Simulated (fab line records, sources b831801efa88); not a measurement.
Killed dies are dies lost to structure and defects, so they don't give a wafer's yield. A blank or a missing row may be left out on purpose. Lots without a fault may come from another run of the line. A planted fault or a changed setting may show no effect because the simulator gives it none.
One fault seen from 2 desks | flow gf180mcu | each desk has only its own numbers; what lay behind them comes last

THE TOOL OWNER'S DESK: iline_stepper-02
The tool's own readings at GF_HV_LDD_EXPOSE_16 (exposes mask Pplus LV AREA, target cd 400 nm): means of the sampled wafers that have a number, for each lot that ran on this tool. A lot is out of limits, marked OUT, if its mean lies more than 4 standard deviations from the usual mean; the brackets give that distance.
Columns: A = exposure_dose_mJ_cm2 at GF_HV_LDD_EXPOSE_16, usual 140.02
lot  | first seen here | A
L439 | day 10 05:01    | 140.09
L442 | day 11 07:37    | 140.05
L446 | day 12 10:52    | 140.14
L445 | day 12 12:07    | 138.41 (-12) OUT
L447 | day 12 21:24    | 138.36 (-12) OUT
L448 | day 13 09:20    | 138.50 (-11) OUT
L453 | day 14 23:52    | 138.41 (-11) OUT
This desk's finding: out of limits on L445, L447, L448, L453; first on L445, day 12 12:07 (exposure_dose_mJ_cm2 at GF_HV_LDD_EXPOSE_16). In limits: L439, L442, L446.

THE METROLOGY DESK
What the gauges read, lot by lot, whatever tool the lot ran on: means of the sampled wafers that have a number. A lot is out of limits, marked OUT, if its mean lies more than 4 standard deviations from the usual mean; the brackets give that distance.
Columns: A = MVPSD_OVL at GF_MVPSD_OVL_MEAS_07, usual 0.0 nm
lot  | first seen here | A
L439 | day 5 01:02     | -0.8
L440 | day 5 06:30     | 1.0
L441 | day 5 10:36     | 0.4
L442 | day 5 21:08     | 2.3
L443 | day 6 00:35     | -1.8
L444 | day 6 14:10     | 1.3
L445 | day 6 14:41     | -2.5
L446 | day 6 15:36     | -0.6
L447 | day 7 04:41     | 0.3
L448 | day 7 07:46     | -2.9
L453 | day 8 15:38     | 0.2
L454 | day 9 03:06     | 0.8
L462 | day 10 20:06    | -1.7
This desk's finding: nothing out of limits on any of the 13 lots.

PUT TOGETHER
The tool owner's desk could have raised an alarm at day 12 12:07, on L445, L447, L448, L453.
The metrology desk saw nothing out of limits.
The metrology desk has L445, L447, L448, L453 on record, within its limits.
Of the lots named, all ran GF_HV_LDD_EXPOSE_16 on iline_stepper-02.

WHAT THE SIMULATOR HAD PUT IN
Process parameter drift: iline_stepper-02, from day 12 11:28 on, at GF_HV_LDD_EXPOSE_16. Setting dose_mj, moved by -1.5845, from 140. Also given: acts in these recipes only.
Lots struck among those shown: L445, L447, L448, L453.
Hours from the fault's start to each desk's first reading out of limits: the tool owner's desk, 1.
